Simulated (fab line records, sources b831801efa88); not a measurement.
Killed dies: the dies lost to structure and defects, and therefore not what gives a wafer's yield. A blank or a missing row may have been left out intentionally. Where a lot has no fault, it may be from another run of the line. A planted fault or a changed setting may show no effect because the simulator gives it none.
Matching of chambers | flow sky130 | rie_diel-02 running SKY_PASSIVATION_ETCH_11: 4 sister chambers
The step etches the open film in CF4/O2, stops on AlCu, target depth 725 nm, time 161.1 s. 4 wafers are shown with their chamber, then 8 later ones without.

## WAFERS WITH THEIR CHAMBER
wafer  | chamber | drypump_motor_current_A (A)
L085.5 | 0       | 5.6
L089.1 | 1       | 6.1
L089.5 | 3       | 6.4
L090.2 | 2       | 5.9

## WAFERS MISSING THEIR CHAMBER
wafer  | drypump_motor_current_A (A)
L090.4 | 6.5
L090.6 | 6.1
L094.1 | 6.1
L094.4 | 5.9
L094.5 | 6.2
L096.1 | 5.9
L096.2 | 6.5
L096.5 | 6.4

## EACH ONE'S CHAMBER
wafer  | from the rows above     | in truth
L090.4 | 3                       | 3
L090.6 | 1                       | 1
L094.1 | 1                       | 1
L094.4 | 2                       | 2
L094.5 | can't be placed: 1 or 3 | 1
L096.1 | 2                       | 2
L096.2 | 3                       | 3
L096.5 | 3                       | 3
Placed correctly: 7 of 8. These rows do not allow placing 1 (true chamber among the candidates in 1). Number placed wrongly: 0.
How it was worked out, from the rows above alone: a wafer's distance from a chamber is the root of the sum, over the readings, of the square of ((its reading less the chamber's mean) divided by the reading's scatter). The wafer belongs to the nearest chamber; if the next one is less than 2 further off, it can't be placed. For every chamber, the mean is computed from those of its wafers that are shown. The scatter (one wafer shown for each chamber): square how far every hidden wafer sits from the nearest shown wafer, average those squares and take the square root.
